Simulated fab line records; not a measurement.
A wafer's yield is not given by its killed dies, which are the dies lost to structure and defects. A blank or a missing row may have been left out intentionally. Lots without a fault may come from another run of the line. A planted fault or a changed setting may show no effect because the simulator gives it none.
Problem report, 8D (eight disciplines) form, completed by code / flow gf180mcu / the parts of the form that need people (team, actions taken, sign-off) are left out

== 1. WHAT IS WRONG ==
Mean DUAL_GATE_OXIDATION_00_THK at GF_DUAL_GATE_THK_MEAS_03: 12.54 nm over 6 wafers in 2 lots; fault-free wafers: 10.98 nm, standard deviation 0.22. That is +7.1 standard deviations from the usual mean.
Seen first at day 12 09:29 on filmMetro-01, wafer L141.1. At this step, 39 wafers from 13 lots have a number in the record. Rule for "out", or "out of limits": more than 4 standard deviations from the usual mean. All remaining wafers that have a number are taken as sound.

== 2. WHAT IT IS AND WHAT IT IS NOT ==
question=which readings at this step | is=DUAL_GATE_OXIDATION_00_THK | is not=-
question=which lots | is=L141, L142 | is not=L124, L126, L127, L129, L130, L132, L133, L144, L145, L146, L147
question=which wafers of those lots | is=all that have a number | is not=-
question=read on which gauges | is=filmMetro-01, filmMetro-03 | is not=filmMetro-02
question=when | is=from day 12 09:29 | is not=up to then (21 sound wafers); but 12 sound wafers of L144, L145, L146, L147 came after

== 3. SUSPECTS, AND WHAT RULES EACH OUT ==
Counting: a tool stays on the suspect list if, at a process step up to the reading, it processed all lots that are out and no sound lot following the first of them.
- the gauge at GF_DUAL_GATE_THK_MEAS_03 has been ruled out. Those wafers that are out were read across 2 gauges (filmMetro-01, filmMetro-03).
- furnace-02 at GF_DUAL_GATE_OXIDATION_02 (stabilise 600 s, purge 300 s, target thk 10.887 nm): kept. All lots that are out passed through it, beginning with L141 at day 12 08:03, and no sound lot followed; its final sound lot before that point was L133 at day 10 01:46.
Left after counting: furnace-02 at GF_DUAL_GATE_OXIDATION_02.

== 4. THE CAUSE (what the simulator had put in) ==
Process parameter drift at GF_DUAL_GATE_OXIDATION_02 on furnace-02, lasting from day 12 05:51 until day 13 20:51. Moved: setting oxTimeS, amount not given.
The count eliminated every tool but this one.

== 5. SEQUENCE OF EFFECTS, ordered by route ==
One row per reading whose mean, taken over the struck wafers that have a number, lies over 3 standard deviations from the usual. Readings are gone through only where the record gives a usual standard deviation; hours: the median, over the lots, of the time from a lot's start at the first step in this table giving one to that lot's start at this step; sigmas: the change measured in usual standard deviations.
hours=0; step=GF_DUAL_GATE_THK_MEAS_03; reading=DUAL_GATE_OXIDATION_00_THK; usual=10.98 nm; on struck wafers=12.54; change=+1.56; sigmas=+7.1
At these later measuring or inspecting steps, every struck wafer for which the step has a row has a number for every such reading, and none has moved that far: GF_V1_OVL_MEAS_15.

== 6. WHAT WOULD HAVE CAUGHT IT SOONER ==
4 hours passed between the start of the fault at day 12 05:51 and the first reading out of limits at a measuring or inspecting step in this record, taken at day 12 09:29.
Among the 2 lots that are out, L142 began GF_DUAL_GATE_OXIDATION_02 on furnace-02 after day 12 09:29. A tool hold placed at that time would have kept it from harm.
